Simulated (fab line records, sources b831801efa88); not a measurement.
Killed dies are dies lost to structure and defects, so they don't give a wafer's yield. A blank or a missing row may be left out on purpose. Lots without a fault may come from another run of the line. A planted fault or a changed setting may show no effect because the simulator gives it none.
A struck lot beside a sound one | flow sky130 | 18 steps out of a route of 708
Sound: wafers L170.2, L170.5, L170.6. Struck: wafers L182.3, L182.4, L182.6. The cause comes at the end.
At each step with rows: each side's tool, then ch and its chambers, then its first start. Under that, the readings that differ: sound wafers | struck wafers | difference of the means | sigmas: that difference in standard deviations of wafers without a fault.
alike: readings whose means differ by less than 2 such deviations, and words and numbers that are the same on both sides. not compared: withheld readings, readings that some wafer has no value for, bounds like >300 that may hide the same value, and numbers for which the record gives no deviation and whose values overlap.
The two part at a step that has a row with sigmas, a row that says differs or no value, or rows on one side only. Numbers that don't overlap but have no deviation are shown without sigmas and don't part them. A reading that every wafer of one side lacks parts them only if that side has two wafers or more.

SKY_SONOS_ONO_OVL_MEAS_14:
  sound on overlay-01, day 14 16:28; struck on overlay-01, day 18 15:49
  alike: SONOS_ONO_OVL
SKY_SONOS_ONO_ETCH_15: etches the open film in CHF3/O2, target depth 19.52 nm, time 7.8 s.
  sound on rie_diel-03 ch 1,2,3, day 14 16:30; struck on rie_diel-01 ch 0,1,3, day 18 15:50
  alike: bias_w, drypump_motor_current_A, oes_product_au, throttle_valve_pct
  not compared: rf_hours_counter_h
then, 1 step without rows for these wafers: SKY_SONOS_ONO_WET_ETCH_16 (etches SiO2 in dHF, target depth 14 nm, time 280 s).
SKY_SONOS_ONO_STRIP_17: strips in O2/N2.
  sound on plasma_asher-01 ch 0,1, day 14 16:37; struck on plasma_asher-03 ch 0,1, day 18 15:58
  alike: drypump_motor_current_A, o2_flow_sccm, oes_product_au, strip_time_to_endpoint_s
  not compared: rf_hours_counter_h
then, 3 steps without rows for these wafers: SKY_SONOS_ONO_WET_ETCH_18 (etches Si3N4 in H3PO4, target depth 15 nm, time 172 s); SKY_GATE_OXIDE_CLEAN_00 (cleans in SC1/SC2, time 150 s); SKY_GATE_OXIDE_OXIDATION_01 (stabilise 600 s, purge 300 s, target thk 10.268 nm).
SKY_GATE_OXIDE_THK_MEAS_02:
  sound on film_metro-03, day 14 21:53; struck on film_metro-04, day 19 00:29
  alike: GATE_OXIDE_OXIDATION_00_THK
then, 4 steps without rows for these wafers: SKY_GATE_OXIDE_DEHYDRATE_03 (time 60 s); SKY_GATE_OXIDE_HMDS_04 (prime time 60 s); SKY_GATE_OXIDE_COAT_05 (resist thk 1140 nm); SKY_GATE_OXIDE_SOFTBAKE_06 (time 60 s).
SKY_GATE_OXIDE_EXPOSE_07: exposes mask LVOM, target cd 600 nm.
  sound on iline_stepper-02 ch 0, day 15 11:35; struck on iline_stepper-02 ch 0, day 19 15:37
  reading                            | sound                      | struck               | difference | sigmas
  model.GATE_OXIDE.overlay_x_nm (nm) | -0.08571 -0.08571 -0.08571 | -104.3 -104.3 -104.3 | -104.2     |
  alike: mask
then, 2 steps without rows for these wafers: SKY_GATE_OXIDE_PEB_08; SKY_GATE_OXIDE_DEVELOP_09 (develop time 60 s).
SKY_GATE_OXIDE_OVL_MEAS_10:
  sound on overlay-01, day 15 23:38; struck on overlay-01, day 20 06:41
  reading             | sound       | struck               | difference | sigmas
  GATE_OXIDE_OVL (nm) | 0.2 1.1 0.7 | -103.4 -102.7 -103.1 | -103.7     | -86
then, 2 steps without rows for these wafers: SKY_GATE_OXIDE_IMPLANT_11; SKY_PAD_OPEN_PROBE_99.

WHERE THEY PART
Only at SKY_GATE_OXIDE_OVL_MEAS_10, within this record.

WHY: what the simulator had put in
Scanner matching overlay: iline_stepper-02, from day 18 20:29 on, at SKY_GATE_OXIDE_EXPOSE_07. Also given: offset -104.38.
